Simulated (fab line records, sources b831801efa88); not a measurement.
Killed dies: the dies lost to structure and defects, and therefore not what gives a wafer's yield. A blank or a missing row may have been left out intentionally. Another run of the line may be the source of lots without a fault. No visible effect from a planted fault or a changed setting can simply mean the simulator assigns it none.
Chamber matching    flow sky130    4 sister chambers for SKY_VIA3_CMP_02 on cmp-01
The step polishes SiO2. 8 wafers are shown with their chamber, then 7 later ones without.

## EACH WAFER AND ITS CHAMBER
wafer   chamber  motor-current-A (A)  slurry-flow-ml-min
L635.5  1        11.5                 149.3
L636.1  0        10.8                 149.5
L636.5  3        15.5                 150.0
L637.2  0        10.5                 149.3
L637.3  2        13.5                 149.6
L637.6  1        11.8                 151.1
L641.2  3        14.4                 150.2
L641.3  2        13.6                 150.1

## WAFERS WITHOUT THEIR CHAMBER
wafer   motor-current-A (A)  slurry-flow-ml-min
L641.6  14.5                 150.4
L650.2  10.8                 150.2
L650.5  12.4                 150.5
L650.6  11.7                 149.9
L651.2  14.4                 150.1
L651.3  12.7                 150.7
L651.6  13.9                 150.1

## EACH ONE'S CHAMBER
wafer   from the rows above      in truth
L641.6  can't be placed: 3 or 2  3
L650.2  can't be placed: 0 or 1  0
L650.5  can't be placed: 1 or 2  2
L650.6  1                        1
L651.2  can't be placed: 3 or 2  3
L651.3  can't be placed: 2 or 1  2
L651.6  can't be placed: 2 or 3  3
Correctly placed: 1 of 7. Cannot be placed on the basis of these rows: 6; the candidates contain the true chamber in 6. Wrongly placed: 0.
How it was worked out, from the rows above alone: a wafer's distance from a chamber is the root of the sum, over the readings, of the square of ((its reading less the chamber's mean) divided by the reading's scatter). If the next closest chamber is less than 2 further off than the closest, the wafer can't be placed; otherwise it belongs to the closest. A chamber's mean is the mean of its shown wafers. The scatter: the root of (the sum of the squares of (reading less its chamber's mean) over the shown wafers, divided by (wafers less chambers)).
